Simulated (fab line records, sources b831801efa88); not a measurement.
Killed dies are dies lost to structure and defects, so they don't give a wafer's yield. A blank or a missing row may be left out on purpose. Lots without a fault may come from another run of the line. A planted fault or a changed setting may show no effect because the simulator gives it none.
Which tool did it? | flow gf180mcu | 13 lots, 39 wafers sampled, at 4 steps of a route of 602

WHAT THE GAUGES READ, wafer by wafer
GF_HV_LDD_OVL_MEAS_08. Usual: HV_LDD_OVL 1.1 nm, standard deviation 1.3.
lot  | measured     | on         | HV_LDD_OVL (nm) | flag
L231 | day 9 23:34  | overlay-01 | 2.0 1.7 1.9     |
L232 | day 10 10:53 | overlay-02 | 2.1 2.2 2.1     |
L234 | day 10 21:29 | overlay-02 | -1.1 0.0 0.3    |
L237 | day 11 19:47 | overlay-02 | 2.0 1.0 -1.0    |
L240 | day 12 19:30 | overlay-01 | 2.8 1.6 0.8     |
L244 | day 13 23:48 | overlay-01 | 0.5 2.6 3.2     |
L247 | day 15 03:10 | overlay-02 | 1.5 1.9 3.4     |
L249 | day 15 22:33 | overlay-01 | 2.6 2.6 1.8     |
L250 | day 16 07:13 | overlay-02 | 1.7 1.1 1.6     |
L251 | day 16 07:31 | overlay-02 | 0.1 0.4 0.0     |
L252 | day 16 17:13 | overlay-01 | -0.8 1.8 0.7    |
L253 | day 16 23:00 | overlay-02 | 0.6 2.1 1.8     |
L254 | day 17 10:56 | overlay-01 | 2.7 0.5 2.8     |

GF_HV_LDD_CD_MEAS_19: target cd 400 nm. Usual: cd_nm 399.6 nm, standard deviation 2.8.
lot  | measured     | on        | cd_nm (nm)        | flag
L231 | day 10 18:03 | cd_sem-02 | 402.2 405.1 402.1 |
L232 | day 11 05:08 | cd_sem-02 | 399.1 399.6 397.3 |
L234 | day 11 16:55 | cd_sem-01 | 402.9 402.3 404.5 |
L237 | day 12 15:39 | cd_sem-02 | 400.6 398.6 397.1 |
L240 | day 13 15:19 | cd_sem-02 | 397.9 397.8 260.9 | OFF
L244 | day 14 20:59 | cd_sem-02 | 399.3 400.6 264.8 | OFF
L247 | day 15 23:23 | cd_sem-02 | 399.5 400.7 399.8 |
L249 | day 16 21:11 | cd_sem-01 | 400.4 398.6 398.7 |
L250 | day 17 06:16 | cd_sem-01 | 397.7 398.7 400.2 |
L251 | day 17 06:54 | cd_sem-02 | 398.2 398.0 397.5 |
L252 | day 17 16:10 | cd_sem-01 | 397.5 398.5 397.0 |
L253 | day 17 22:19 | cd_sem-01 | 403.9 400.3 402.3 |
L254 | day 18 11:07 | cd_sem-02 | 397.4 394.4 396.4 |

GF_HV_LDD_CD_MEAS_31: target cd 400 nm. Usual: cd_nm 399.9 nm, standard deviation 1.8.
lot  | measured     | on        | cd_nm (nm)        | flag
L231 | day 11 12:44 | cd_sem-02 | 398.1 400.0 399.1 |
L232 | day 12 00:23 | cd_sem-01 | 400.0 400.9 398.3 |
L234 | day 12 13:20 | cd_sem-02 | 398.6 399.7 399.9 |
L237 | day 13 12:03 | cd_sem-02 | 398.5 397.3 397.7 |
L240 | day 14 12:13 | cd_sem-02 | 398.4 400.8 399.1 |
L244 | day 15 19:01 | cd_sem-02 | 400.3 400.5 399.4 |
L247 | day 16 22:17 | cd_sem-01 | 402.8 399.3 401.4 |
L249 | day 17 20:53 | cd_sem-02 | 401.9 400.1 402.4 |
L250 | day 18 06:24 | cd_sem-01 | 401.6 401.9 401.9 |
L251 | day 18 06:43 | cd_sem-02 | 397.2 395.4 398.5 |
L252 | day 18 16:45 | cd_sem-02 | 402.5 402.7 401.5 |
L253 | day 18 22:52 | cd_sem-02 | 399.7 399.7 399.3 |
L254 | day 19 11:49 | cd_sem-02 | 396.5 398.6 399.0 |

WHICH TOOL RAN EACH LOT (tool, then ch and the chambers of the sampled wafers, then the start)
lot  | GF_HV_LDD_DEVELOP_18
L231 | litho_track-02 ch 0, day 10 17:55
L232 | litho_track-03 ch 0, day 11 04:59
L234 | litho_track-03 ch 0, day 11 16:46
L237 | litho_track-02 ch 0, day 12 15:31
L240 | litho_track-02 ch 0, day 13 15:11
L244 | litho_track-02 ch 0, day 14 20:50
L247 | litho_track-03 ch 0, day 15 23:14
L249 | litho_track-01 ch 0, day 16 21:03
L250 | litho_track-02 ch 0, day 17 06:08
L251 | litho_track-03 ch 0, day 17 06:46
L252 | litho_track-02 ch 0, day 17 16:02
L253 | litho_track-01 ch 0, day 17 22:10
L254 | litho_track-01 ch 0, day 18 10:58
- GF_HV_LDD_DEVELOP_18: develop time 60 s.

WHAT THE TOOLS THEMSELVES READ (means of the sampled wafers that have a number; where no wafer has one, the mark that the record gives instead)
GF_HV_LDD_DEVELOP_18. Usual: exhaust_pa 44.8 Pa, standard deviation 1.
lot  | tool           | exhaust_pa (Pa) | flag
L231 | litho_track-02 | 43.7            |
L232 | litho_track-03 | 45.2            |
L234 | litho_track-03 | 44.8            |
L237 | litho_track-02 | 43.5            |
L240 | litho_track-02 | 45.2            |
L244 | litho_track-02 | 43.9            |
L247 | litho_track-03 | 45.7            |
L249 | litho_track-01 | 46.3            |
L250 | litho_track-02 | 45.3            |
L251 | litho_track-03 | 44.0            |
L252 | litho_track-02 | 44.1            |
L253 | litho_track-01 | 44.7            |
L254 | litho_track-01 | 44.2            |

THE ANSWER, worked out from the rows above alone
Rule: a lot is off if the mean of its wafers that have a number lies more than 3 standard deviations from the usual mean. A lot without any number at a reading at which 4 lots or more have one is off too. The other lots that the step has rows for count as sound. The gauges are gone through in route order, then the tools' own readings, and for those a lot's mean is taken as printed above. The first step at which some lot is off is used, and at that step the reading that is off furthest; a lot without a number counts as furthest.
Off: L240, L244, at GF_HV_LDD_CD_MEAS_19 (cd_nm).
A tool fits if, at a process step before that reading, it ran every lot that is off, and no sound lot after the first of them. The gauges at GF_HV_LDD_CD_MEAS_19 are tried like those tools. None of those tried fits.

WHAT THE SIMULATOR HAD PUT IN
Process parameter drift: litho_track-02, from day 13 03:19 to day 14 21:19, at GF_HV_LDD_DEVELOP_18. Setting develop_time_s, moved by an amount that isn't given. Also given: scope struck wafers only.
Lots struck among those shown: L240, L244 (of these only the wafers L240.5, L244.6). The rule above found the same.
